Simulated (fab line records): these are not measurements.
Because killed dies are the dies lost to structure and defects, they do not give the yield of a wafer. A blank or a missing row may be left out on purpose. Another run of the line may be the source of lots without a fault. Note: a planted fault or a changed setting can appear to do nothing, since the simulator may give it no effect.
Check for tools in common :: flow gf180mcu :: Lots sampled 11, wafers sampled 39

WHY THIS WAS OPENED
2 of 11 lots carry a flag on the reading NSD_TW at GF_NSD_TW_MEAS_12. No-fault wafers: 4229, standard deviation 48.
Rule: a lot is flagged when every wafer of it that has a number lies more than 4 standard deviations from that mean, or none has a number. The other lots count as sound.

lot: L800
measured: day 13 22:26
on: filmMetro-02
NSD_TW, wafer by wafer: 4224 4250 4256
flag: 

lot: L802
measured: day 14 05:44
on: filmMetro-03
NSD_TW, wafer by wafer: 4270 4256 4253
flag: 

lot: L803
measured: day 14 20:48
on: filmMetro-02
NSD_TW, wafer by wafer: 4239 4268 4234
flag: 

lot: L805
measured: day 15 17:15
on: filmMetro-03
NSD_TW, wafer by wafer: 4233 4241 4255
flag: 

lot: L806
measured: day 15 21:02
on: filmMetro-04
NSD_TW, wafer by wafer: 4180 4185 4156
flag: 

lot: L809
measured: day 16 19:17
on: filmMetro-04
NSD_TW, wafer by wafer: 4150 4171 4206
flag: 

lot: L811
measured: day 17 08:02
on: filmMetro-03
NSD_TW, wafer by wafer: 4254 4266 4262
flag: 

lot: L812
measured: day 17 21:17
on: filmMetro-02
NSD_TW, wafer by wafer: 4532 4522 4530 4506 4532 4533
flag: FLAGGED

lot: L813
measured: day 18 05:53
on: filmMetro-02
NSD_TW, wafer by wafer: 4495 4455 4484 4462 4485 4460
flag: FLAGGED

lot: L821
measured: day 21 04:23
on: filmMetro-04
NSD_TW, wafer by wafer: 4194 4169 4220
flag: 

lot: L822
measured: day 21 08:05
on: filmMetro-04
NSD_TW, wafer by wafer: 4192 4179 4163
flag: 
The mean of the flagged lots' numbers is 4500, +271 from the usual (+6 standard deviations).

LOT BY LOT: THE TOOL USED
The record holds 3 process steps before the reading, out of a route of 602 steps. In each cell: the tool, then ch and the chambers that the sampled wafers went through, then the start.
lot: L800
flag: 
GF_POLY_GATE_STRIP_14: plasmaAsher-03 ch 1, day 9 11:17
GF_NSD_IMPLANT_09: implanter-04 ch 0, day 13 22:02
GF_NSD_STRIP_11: plasmaAsher-03 ch 0,1, day 13 22:20

lot: L802
flag: 
GF_POLY_GATE_STRIP_14: plasmaAsher-02 ch 0,1, day 10 01:53
GF_NSD_IMPLANT_09: implanter-02 ch 0, day 14 05:20
GF_NSD_STRIP_11: plasmaAsher-01 ch 0,1, day 14 05:38

lot: L803
flag: 
GF_POLY_GATE_STRIP_14: plasmaAsher-03 ch 0,1, day 10 08:19
GF_NSD_IMPLANT_09: implanter-04 ch 0, day 14 20:26
GF_NSD_STRIP_11: plasmaAsher-03 ch 0,1, day 14 20:43

lot: L805
flag: 
GF_POLY_GATE_STRIP_14: plasmaAsher-02 ch 0,1, day 11 01:25
GF_NSD_IMPLANT_09: implanter-02 ch 0, day 15 16:53
GF_NSD_STRIP_11: plasmaAsher-01 ch 0,1, day 15 17:10

lot: L806
flag: 
GF_POLY_GATE_STRIP_14: plasmaAsher-03 ch 0,1, day 11 06:09
GF_NSD_IMPLANT_09: implanter-02 ch 0, day 15 20:38
GF_NSD_STRIP_11: plasmaAsher-03 ch 0,1, day 15 20:56

lot: L809
flag: 
GF_POLY_GATE_STRIP_14: plasmaAsher-02 ch 0,1, day 12 05:23
GF_NSD_IMPLANT_09: implanter-03 ch 0, day 16 18:53
GF_NSD_STRIP_11: plasmaAsher-04 ch 0,1, day 16 19:11

lot: L811
flag: 
GF_POLY_GATE_STRIP_14: plasmaAsher-04 ch 0,1, day 12 17:35
GF_NSD_IMPLANT_09: implanter-02 ch 0, day 17 07:38
GF_NSD_STRIP_11: plasmaAsher-03 ch 0,1, day 17 07:56

lot: L812
flag: FLAGGED
GF_POLY_GATE_STRIP_14: plasmaAsher-02 ch 0,1, day 13 01:46
GF_NSD_IMPLANT_09: implanter-02 ch 0, day 17 20:53
GF_NSD_STRIP_11: plasmaAsher-03 ch 0,1, day 17 21:11

lot: L813
flag: FLAGGED
GF_POLY_GATE_STRIP_14: plasmaAsher-02 ch 0,1, day 13 04:57
GF_NSD_IMPLANT_09: implanter-02 ch 0, day 18 05:30
GF_NSD_STRIP_11: plasmaAsher-04 ch 0,1, day 18 05:47

lot: L821
flag: 
GF_POLY_GATE_STRIP_14: plasmaAsher-02 ch 0,1, day 15 21:03
GF_NSD_IMPLANT_09: implanter-04 ch 0, day 21 03:59
GF_NSD_STRIP_11: plasmaAsher-01 ch 0,1, day 21 04:17

lot: L822
flag: 
GF_POLY_GATE_STRIP_14: plasmaAsher-04 ch 0,1, day 16 01:54
GF_NSD_IMPLANT_09: implanter-04 ch 0, day 21 07:41
GF_NSD_STRIP_11: plasmaAsher-03 ch 0,1, day 21 07:59
What these steps do:
- GF_POLY_GATE_STRIP_14: strips in O2/N2.
- GF_NSD_IMPLANT_09
- GF_NSD_STRIP_11: strips in O2/N2.
- GF_NSD_TW_MEAS_12

FLAGGED AGAINST TOTAL, ONE TOOL AT A TIME (gauges that did the reading follow at the end)
step: GF_POLY_GATE_STRIP_14
tool: plasmaAsher-02
lots run: 6
flagged: 2
share of the flagged lots: all
sound lots run after its first flagged lot: 1 (L821)

step: GF_POLY_GATE_STRIP_14
tool: plasmaAsher-03
lots run: 3
flagged: 0
share of the flagged lots: none
sound lots run after its first flagged lot: -

step: GF_POLY_GATE_STRIP_14
tool: plasmaAsher-04
lots run: 2
flagged: 0
share of the flagged lots: none
sound lots run after its first flagged lot: -

step: GF_NSD_IMPLANT_09
tool: implanter-02
lots run: 6
flagged: 2
share of the flagged lots: all
sound lots run after its first flagged lot: 0

step: GF_NSD_IMPLANT_09
tool: implanter-03
lots run: 1
flagged: 0
share of the flagged lots: none
sound lots run after its first flagged lot: -

step: GF_NSD_IMPLANT_09
tool: implanter-04
lots run: 4
flagged: 0
share of the flagged lots: none
sound lots run after its first flagged lot: -

step: GF_NSD_STRIP_11
tool: plasmaAsher-01
lots run: 3
flagged: 0
share of the flagged lots: none
sound lots run after its first flagged lot: -

step: GF_NSD_STRIP_11
tool: plasmaAsher-03
lots run: 6
flagged: 1
share of the flagged lots: some
sound lots run after its first flagged lot: 1 (L822)

step: GF_NSD_STRIP_11
tool: plasmaAsher-04
lots run: 2
flagged: 1
share of the flagged lots: some
sound lots run after its first flagged lot: 0

step: GF_NSD_TW_MEAS_12
tool: filmMetro-02
lots run: 4
flagged: 2
share of the flagged lots: all
sound lots run after its first flagged lot: 0

step: GF_NSD_TW_MEAS_12
tool: filmMetro-03
lots run: 3
flagged: 0
share of the flagged lots: none
sound lots run after its first flagged lot: -

step: GF_NSD_TW_MEAS_12
tool: filmMetro-04
lots run: 4
flagged: 0
share of the flagged lots: none
sound lots run after its first flagged lot: -

WHAT IS ALLOWED BY THE TABLE
Rows of the table that ran every flagged lot, 3 in all: plasmaAsher-02 at GF_POLY_GATE_STRIP_14, implanter-02 at GF_NSD_IMPLANT_09, filmMetro-02 at GF_NSD_TW_MEAS_12.
- plasmaAsher-02 at GF_POLY_GATE_STRIP_14 ran 6 lots, 2 of them flagged. After the first flagged lot (L821), sound lots still ran on it; a lasting fault on the whole tool would not permit that.
- implanter-02 at GF_NSD_IMPLANT_09 ran 6 lots, 2 of them flagged. It ran its last sound lot, L811, at day 17 07:38 and its first flagged lot, L812, at day 17 20:53: a fault with its onset between the two fits. Its own readings lie more than 4 standard deviations out on every wafer of the flagged lots: beamEnergyKeV.
- filmMetro-02 at GF_NSD_TW_MEAS_12 ran 4 lots, 2 of them flagged. It ran its last sound lot, L803, at day 14 20:48 and its first flagged lot, L812, at day 17 21:17: a fault with its onset between the two fits.
These 2 tools cannot be told apart by counting lots, since each of them fits a fault that started at some hour. More lots, or a look at what each step does to the wafer, might.

WHAT THE SIMULATOR HAD PUT IN
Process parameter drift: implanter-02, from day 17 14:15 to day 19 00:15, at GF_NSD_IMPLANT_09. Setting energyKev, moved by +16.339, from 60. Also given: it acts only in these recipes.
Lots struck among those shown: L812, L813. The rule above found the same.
